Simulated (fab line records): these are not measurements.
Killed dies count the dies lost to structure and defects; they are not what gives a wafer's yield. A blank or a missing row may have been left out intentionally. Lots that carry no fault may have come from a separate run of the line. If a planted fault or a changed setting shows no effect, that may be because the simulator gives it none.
fab line records	flow gf180mcu
record: lots: 13	wafers: 39	last-day: 34
route steps=602 shown DNWELL@41 NWELL@52 LVPWELL@64 VT_IMPLANT@108 SAB@277
lots with no fault: from the same line, run without faults
start-h: the number of hours between the record's first day and the start of the first shown wafer of the lot	wait-h: time in hours since the lot's previous step	" repeats the value in the row above	L1.1+2: a row that stands for several wafers	- value missing, or start not given	* or withheld: withheld	< > ~ a bound
route shown NAME@n: names a module that has steps shown in the file, with the first one's number in the route	usual: average and standard deviation across the fault-free wafers	same: alike in all rows	chamber/n: place in a boat	sites: each site's reading	_std_site: the standard deviation of these	_edge_site: inner sites' mean taken away from outer sites' mean	radius-mm: how far each site lies from the wafer's centre	mask NAME#n: copy n	behind: the tool/chamber that last shaped the wafer	hold: reason for holding the lot/hours on hold/outcome of the hold	device: which transistor (n, p or np) failed to switch	end of line: tests run on the same wafers once the route is complete	a step with no rows: only its recipe	killed: not the wafer's yield, but the dies lost to structure and defects at the first sort	map: shows each die of a wafer: x if killed, . if not, _ if none is there
set.NAME: the setting the step ran with; set.NAME@STEP: the setting that earlier step ran with	model.NAME: the simulator's own value behind a step, which no gauge read
route steps across a sampled set of lots; one table per step, one row per wafer
services: when a tool's chamber went out of use (start-h, in hours from the record's first day, below 0 if earlier), for how many hours, and the reason
== steps ==
step: GF_DNWELL_TW_MEAS_09
usual: DNWELL_TW: 1336/15
lot.wafer	tool	chamber	start-h	wait-h	DNWELL_TW
L695.1	film-metro-01	-	56.86	0.1	1347
L695.2	"	-	"	"	1356
L695.4	"	-	"	"	1350
L696.3	film-metro-04	-	59.46	0.1	1318
L696.4	"	-	"	"	1315
L696.5	"	-	"	"	1316
L700.2	film-metro-01	-	80.62	0.1	1350
L700.4	"	-	"	"	1352
L700.5	"	-	"	"	1353
L701.1	film-metro-01	-	86.21	0.1	1350
L701.2	"	-	"	"	1353
L701.5	"	-	"	"	1352
L702.1	film-metro-04	-	90.52	0.1	1318
L702.2	"	-	"	"	1323
L702.3	"	-	"	"	1329
L703.4	film-metro-04	-	99.67	0.1	1322
L703.5	"	-	"	"	1326
L703.6	"	-	"	"	1325
L704.2	film-metro-04	-	105.37	0.1	1324
L704.4	"	-	"	"	1324
L704.6	"	-	"	"	1329
L705.2	film-metro-01	-	109.39	0.1	1346
L705.3	"	-	"	"	1345
L705.4	"	-	"	"	1349
L706.4	film-metro-04	-	114.56	0.1	1332
L706.5	"	-	"	"	1331
L706.6	"	-	"	"	1338
L707.1	film-metro-02	-	120.79	0.1	1354
L707.4	"	-	"	"	1360
L707.6	"	-	"	"	1360
L710.4	film-metro-01	-	133.74	0.1	1336
L710.5	"	-	"	"	1347
L710.6	"	-	"	"	1341
L711.2	film-metro-01	-	136.99	0.1	1346
L711.5	"	-	"	"	1340
L711.6	"	-	"	"	1330
L716.4	film-metro-04	-	164.47	0.1	1326
L716.5	"	-	"	"	1333
L716.6	"	-	"	"	1327
step: GF_NWELL_STRIP_10
recipe: chemistry: O2/N2	power-w: 1400	pressure-mtorr: 1500	platen-temp-c: 250	o2-flow-sccm: 3000	n2-flow-sccm: 300	overash-fraction: 0.5
usual: drypump-motor-current-A: 5.5/0.49	heater-power-w: 351/22	oes-product-au: 0.722/0.0048	strip-time-to-endpoint-s: 36.94/0.096
lot.wafer	tool	chamber	start-h	wait-h	drypump-motor-current-A	heater-power-w	oes-product-au	rf-hours-counter-h	strip-time-to-endpoint-s
L695.1	plasma-asher-03	0	70.42	0.1	5.2	338	0.720	41	36.92
L695.2	"	1	"	"	5.2	371	0.719	41	36.94
L695.4	"	1	"	"	5.2	372	0.721	-	36.92
L696.3	plasma-asher-03	1	72.86	0.1	5.2	368	0.731	-	36.86
L696.4	"	0	"	"	5.2	332	0.719	-	36.85
L696.5	"	0	"	"	5.2	331	0.723	-	36.98
L700.2	plasma-asher-03	0	94.16	0.1	5.2	338	0.720	43	36.97
L700.4	"	0	"	"	5.2	337	0.726	-	36.97
L700.5	"	0	"	"	5.2	334	0.719	-	36.88
L701.1	plasma-asher-03	0	100.46	0.1	5.2	332	0.727	44	36.94
L701.2	"	1	"	"	5.2	363	0.715	44	36.88
L701.5	"	0	"	"	5.2	324	0.731	-	36.93
L702.1	plasma-asher-04	1	104.62	0.1	6.6	353	0.721	30	36.76
L702.2	"	0	"	"	5.8	329	0.727	30	36.73
L702.3	"	1	"	"	6.6	364	0.720	-	36.80
L703.4	plasma-asher-04	1	114.76	0.1	6.6	359	0.724	-	37.00
L703.5	"	0	"	"	5.8	336	0.720	-	37.02
L703.6	"	1	"	"	6.6	354	0.724	-	37.11
L704.2	plasma-asher-03	1	120.53	0.1	5.2	368	0.718	46	36.82
L704.4	"	0	"	"	5.2	333	0.729	-	36.95
L704.6	"	1	"	"	5.2	370	0.723	-	36.91
L705.2	plasma-asher-03	1	124.72	0.1	5.2	373	0.718	46	37.00
L705.3	"	1	"	"	5.2	366	0.716	-	37.03
L705.4	"	0	"	"	5.2	326	0.711	-	37.06
L706.4	plasma-asher-01	0	129.36	0.1	5.3	333	0.715	-	37.02
L706.5	"	1	"	"	5.3	387	0.719	-	37.01
L706.6	"	0	"	"	5.3	329	0.728	-	37.00
L707.1	plasma-asher-01	0	136.11	0.1	5.3	326	0.719	52	36.95
L707.4	"	1	"	"	5.3	394	0.717	-	36.92
L707.6	"	1	"	"	5.3	384	0.717	-	36.94
L710.4	plasma-asher-03	1	149.50	0.1	5.2	360	0.723	-	36.92
L710.5	"	0	"	"	5.2	342	0.720	-	36.97
L710.6	"	1	"	"	5.2	362	0.729	-	36.91
L711.2	plasma-asher-01	0	153.08	0.1	5.3	330	0.960	53	-
L711.5	"	0	"	"	5.3	326	0.961	-	-
L711.6	"	1	"	"	5.3	390	0.957	-	-
L716.4	plasma-asher-04	0	181.21	0.1	5.8	334	0.719	-	36.79
L716.5	"	1	"	"	6.6	366	0.722	-	37.01
L716.6	"	0	"	"	5.8	335	0.715	-	36.84
step: GF_LVPWELL_STRIP_10
recipe: chemistry: O2/N2	power-w: 1400	pressure-mtorr: 1500	platen-temp-c: 250	o2-flow-sccm: 3000	n2-flow-sccm: 300	overash-fraction: 0.5
usual: drypump-motor-current-A: 5.7/0.64	heater-power-w: 341/24	oes-product-au: 0.723/0.0044	strip-time-to-endpoint-s: 36.93/0.1
lot.wafer	tool	chamber	start-h	wait-h	drypump-motor-current-A	heater-power-w	oes-product-au	rf-hours-counter-h	strip-time-to-endpoint-s
L695.1	plasma-asher-04	1	84.23	0.1	6.6	350	0.716	28	36.80
L695.2	"	0	"	"	5.7	335	0.714	28	36.88
L695.4	"	0	"	"	5.8	332	0.718	-	36.83
L696.3	plasma-asher-02	1	86.46	0.1	6.8	290	0.732	-	36.96
L696.4	"	0	"	"	4.9	316	0.731	-	37.00
L696.5	"	1	"	"	6.8	289	0.727	-	36.90
L700.2	plasma-asher-03	1	109.07	0.1	5.2	374	0.724	45	36.71
L700.4	"	1	"	"	5.2	379	0.723	-	36.83
L700.5	"	1	"	"	5.2	385	0.725	-	36.80
L701.1	plasma-asher-03	1	115.44	0.1	5.2	371	0.726	45	36.82
L701.2	"	0	"	"	5.2	321	0.716	45	36.92
L701.5	"	1	"	"	5.2	374	0.726	-	36.98
L702.1	plasma-asher-03	0	119.13	0.1	5.2	326	0.713	46	36.88
L702.2	"	1	"	"	5.2	370	0.720	46	37.07
L702.3	"	0	"	"	5.2	325	0.718	-	37.00
L703.4	plasma-asher-03	1	129.91	0.1	5.2	379	0.733	-	36.84
L703.5	"	0	"	"	5.2	341	0.724	-	36.81
L703.6	"	1	"	"	5.2	378	0.721	-	36.87
L704.2	plasma-asher-02	1	135.47	0.1	6.8	283	0.717	2	36.91
L704.4	"	1	"	"	6.8	275	0.724	-	37.11
L704.6	"	0	"	"	4.9	305	0.720	-	37.02
L705.2	plasma-asher-03	0	140.07	0.1	5.2	326	0.720	48	36.97
L705.3	"	1	"	"	5.2	369	0.712	-	36.87
L705.4	"	0	"	"	5.2	331	0.723	-	36.98
L706.4	plasma-asher-04	1	145.38	0.1	6.6	356	0.728	-	36.99
L706.5	"	0	"	"	5.8	328	0.720	-	36.89
L706.6	"	1	"	"	6.6	344	0.727	-	37.07
L707.1	plasma-asher-04	1	152.17	0.1	6.6	362	0.716	35	36.87
L707.4	"	1	"	"	6.6	351	0.716	-	36.96
L707.6	"	0	"	"	5.8	350	0.720	-	36.84
L710.4	plasma-asher-03	1	165.53	0.1	5.2	370	0.725	-	37.13
L710.5	"	1	"	"	5.2	371	0.727	-	37.01
L710.6	"	0	"	"	5.2	337	0.720	-	36.95
L711.2	plasma-asher-04	0	169.89	0.1	5.8	327	0.722	37	47.16
L711.5	"	0	"	"	5.7	339	0.731	-	47.09
L711.6	"	1	"	"	6.6	354	0.729	-	47.20
L716.4	plasma-asher-04	0	198.18	0.1	5.8	325	0.721	-	36.95
L716.5	"	0	"	"	5.8	330	0.721	-	37.08
L716.6	"	1	"	"	6.6	361	0.724	-	36.99
step: GF_LVPWELL_TW_MEAS_11
usual: LVPWELL_TW: 560/4
lot.wafer	tool	chamber	start-h	wait-h	LVPWELL_TW
L695.1	film-metro-02	-	84.33	0.1	562
L695.2	"	-	"	"	560
L695.4	"	-	"	"	563
L696.3	film-metro-01	-	86.54	0.1	558
L696.4	"	-	"	"	555
L696.5	"	-	"	"	556
L700.2	film-metro-02	-	109.18	0.1	563
L700.4	"	-	"	"	561
L700.5	"	-	"	"	560
L701.1	film-metro-01	-	115.54	0.1	557
L701.2	"	-	"	"	555
L701.5	"	-	"	"	558
L702.1	film-metro-02	-	119.23	0.1	560
L702.2	"	-	"	"	562
L702.3	"	-	"	"	563
L703.4	film-metro-03	-	130.01	0.1	569
L703.5	"	-	"	"	565
L703.6	"	-	"	"	569
L704.2	film-metro-01	-	135.59	0.1	559
L704.4	"	-	"	"	558
L704.6	"	-	"	"	553
L705.2	film-metro-01	-	140.18	0.1	556
L705.3	"	-	"	"	556
L705.4	"	-	"	"	555
L706.4	film-metro-01	-	145.47	0.1	557
L706.5	"	-	"	"	562
L706.6	"	-	"	"	560
L707.1	film-metro-01	-	152.27	0.1	561
L707.4	"	-	"	"	560
L707.6	"	-	"	"	558
L710.4	film-metro-01	-	165.62	0.1	556
L710.5	"	-	"	"	561
L710.6	"	-	"	"	559
L711.2	film-metro-01	-	170.02	0.1	402
L711.5	"	-	"	"	405
L711.6	"	-	"	"	402
L716.4	film-metro-02	-	198.27	0.1	564
L716.5	"	-	"	"	569
L716.6	"	-	"	"	564
step: GF_VT_IMPLANT_OVL_MEAS_18
usual: VT_IMPLANT_01_OVL: 0.9/1.4
lot.wafer	tool	chamber	start-h	wait-h	VT_IMPLANT_01_OVL[nm]
L695.1	overlay-02	-	141.39	0.1	0.1
L695.2	"	-	"	"	1.0
L695.4	"	-	"	"	2.4
L696.3	overlay-02	-	146.75	0.1	3.8
L696.4	"	-	"	"	2.2
L696.5	"	-	"	"	4.0
L700.2	overlay-01	-	171.80	0.1	2.1
L700.4	"	-	"	"	3.1
L700.5	"	-	"	"	2.5
L701.1	overlay-02	-	179.79	0.1	0.4
L701.2	"	-	"	"	0.8
L701.5	"	-	"	"	1.3
L702.1	overlay-01	-	182.19	0.1	-0.2
L702.2	"	-	"	"	-0.1
L702.3	"	-	"	"	-1.4
L703.4	overlay-02	-	194.09	0.1	0.8
L703.5	"	-	"	"	0.3
L703.6	"	-	"	"	0.5
L704.2	overlay-02	-	200.29	0.1	0.3
L704.4	"	-	"	"	-0.7
L704.6	"	-	"	"	-1.1
L705.2	overlay-01	-	205.78	0.1	-0.9
L705.3	"	-	"	"	-0.5
L705.4	"	-	"	"	-1.2
L706.4	overlay-01	-	210.95	0.1	-1.8
L706.5	"	-	"	"	0.8
L706.6	"	-	"	"	-0.5
L707.1	overlay-01	-	219.39	0.1	2.0
L707.4	"	-	"	"	1.2
L707.6	"	-	"	"	0.4
L710.4	overlay-01	-	234.05	0.1	1.0
L710.5	"	-	"	"	-0.5
L710.6	"	-	"	"	0.1
L711.2	overlay-01	-	239.43	0.1	1.7
L711.5	"	-	"	"	0.6
L711.6	"	-	"	"	2.7
L716.4	overlay-01	-	271.26	0.1	1.3
L716.5	"	-	"	"	0.7
L716.6	"	-	"	"	1.2
step: GF_SAB_STRIP_13
recipe: chemistry: O2/N2	power-w: 1400	pressure-mtorr: 1500	platen-temp-c: 250	o2-flow-sccm: 3000	n2-flow-sccm: 300	overash-fraction: 0.5
usual: drypump-motor-current-A: 5.4/0.44	heater-power-w: 345/34	oes-product-au: 0.709/0.0046	strip-time-to-endpoint-s: 12.62/0.035
lot.wafer	tool	chamber	start-h	wait-h	drypump-motor-current-A	heater-power-w	oes-product-au	rf-hours-counter-h	strip-time-to-endpoint-s
L695.1	plasma-asher-03	0	359.18	0.0	5.2	326	0.710	71	12.57
L695.2	"	1	"	"	5.2	370	0.711	71	12.58
L695.4	"	1	"	"	5.2	368	0.709	-	12.58
L696.3	plasma-asher-03	0	366.78	0.0	5.2	330	0.704	-	12.68
L696.4	"	1	"	"	5.2	367	0.708	-	12.62
L696.5	"	0	"	"	5.2	333	0.711	-	12.67
L700.2	plasma-asher-03	1	400.06	0.0	5.2	373	0.716	75	12.58
L700.4	"	1	"	"	5.2	374	0.708	-	12.57
L700.5	"	1	"	"	5.2	371	0.708	-	12.58
L701.1	plasma-asher-02	0	410.39	0.0	4.9	311	0.711	31	12.57
L701.2	"	1	"	"	6.8	279	0.707	31	12.56
L701.5	"	0	"	"	4.9	312	0.702	-	12.59
L702.1	plasma-asher-01	0	415.99	0.0	5.3	325	0.708	79	12.66
L702.2	"	1	"	"	5.3	396	0.699	79	12.67
L702.3	"	1	"	"	5.4	387	0.706	-	12.65
L703.4	plasma-asher-02	1	433.71	0.0	6.8	284	0.706	-	12.65
L703.5	"	0	"	"	4.9	314	0.720	-	12.63
L703.6	"	1	"	"	6.8	285	0.702	-	12.64
L704.2	plasma-asher-03	1	440.32	0.0	5.2	354	0.703	80	12.66
L704.4	"	1	"	"	5.2	379	0.710	-	12.62
L704.6	"	1	"	"	5.2	379	0.717	-	12.65
L705.2	plasma-asher-01	0	450.84	0.0	5.3	328	0.703	2	12.50
L705.3	"	1	"	"	5.3	388	0.708	-	12.56
L705.4	"	0	"	"	5.3	334	0.717	-	12.59
L706.4	plasma-asher-01	1	457.11	0.0	5.3	386	0.705	-	12.66
L706.5	"	0	"	"	5.3	325	0.714	-	12.66
L706.6	"	1	"	"	5.3	394	0.704	-	12.65
L707.1	plasma-asher-03	1	469.93	0.0	5.2	374	0.710	83	12.62
L707.4	"	0	"	"	5.2	314	0.705	-	12.62
L707.6	"	1	"	"	5.2	377	0.712	-	12.59
L710.4	plasma-asher-01	1	488.36	0.0	5.3	386	0.711	-	12.62
L710.5	"	0	"	"	5.3	325	0.714	-	12.63
L710.6	"	1	"	"	5.3	395	0.708	-	12.62
L711.2	plasma-asher-01	1	496.08	0.0	5.3	388	0.715	7	12.64
L711.5	"	0	"	"	5.3	328	0.705	-	12.61
L711.6	"	1	"	"	5.3	385	0.707	-	12.63
L716.4	plasma-asher-02	1	535.96	0.0	6.8	285	0.711	-	12.57
L716.5	"	0	"	"	4.9	315	0.706	-	12.60
L716.6	"	1	"	"	6.8	290	0.709	-	12.62
== services ==
tool	chamber	start-h	hours	kind
plasma-asher-03	-	78.46	0.6	repair
plasma-asher-02	-	85.59	0.7	repair
plasma-asher-04	-	88.27	2.4	repair
plasma-asher-01	-	89.84	1.8	repair
plasma-asher-03	-	90.48	2.1	repair
plasma-asher-02	-	108.75	9.0	pm
plasma-asher-02	-	197.97	0.4	repair
plasma-asher-02	-	270.70	0.4	repair
plasma-asher-03	-	292.64	0.7	repair
plasma-asher-04	-	320.01	15.6	pm
plasma-asher-01	-	328.64	2.8	pm
plasma-asher-04	-	339.86	7.4	repair
plasma-asher-01	-	352.31	25.2	repair
plasma-asher-02	-	359.90	2.8	pm
plasma-asher-03	-	376.42	2.8	pm
plasma-asher-02	-	388.31	1.5	repair
plasma-asher-03	-	403.47	4.8	repair
plasma-asher-01	-	421.27	9.0	pm
plasma-asher-01	0	421.27	9.0	vent-cycle
plasma-asher-01	1	421.27	9.0	vent-cycle
plasma-asher-04	-	428.40	4.4	repair
plasma-asher-01	0	430.27	-	clean
plasma-asher-04	-	437.10	5.4	repair
plasma-asher-02	-	478.00	2.2	repair
== key ==
first-sign: step: GF_NWELL_STRIP_10	reading: oes-product-au	direction: up	sigmas: 50	usual: 0.722	struck: 0.959
effect: step: GF_LVPWELL_STRIP_10	reading: strip-time-to-endpoint-s	direction: up	sigmas: 99+	usual: *	struck: *
effect: step: GF_LVPWELL_TW_MEAS_11	reading: LVPWELL_TW	direction: down	sigmas: 39	usual: 560	struck: 403
met-at GF_NWELL_STRIP_10
struck-lots L711
sort-left-out L711.2,L711.5,L711.6
tester-left-out L711
not-acting-at GF_DNWELL_TW_MEAS_09,GF_VT_IMPLANT_OVL_MEAS_18,GF_SAB_STRIP_13
onset-between 136.11 153.08
fault: kind: strip-aborted	tool: plasma-asher-01	chamber: -	onset-h: 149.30	steps: GF_NWELL_STRIP_10	offset: 0.51767	end-h: 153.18
tester-left-out: of these lots the tester's yield and bins aren't shown, on N5 and GAA mostly nor the transistor test; their killed dies are dies lost to structure and defects alone, not to doping, threshold or leakage, so they don't give the yield
sort-left-out: the simulated sort isn't trusted on such a fault, so these wafers' sort isn't shown, and their yield isn't known
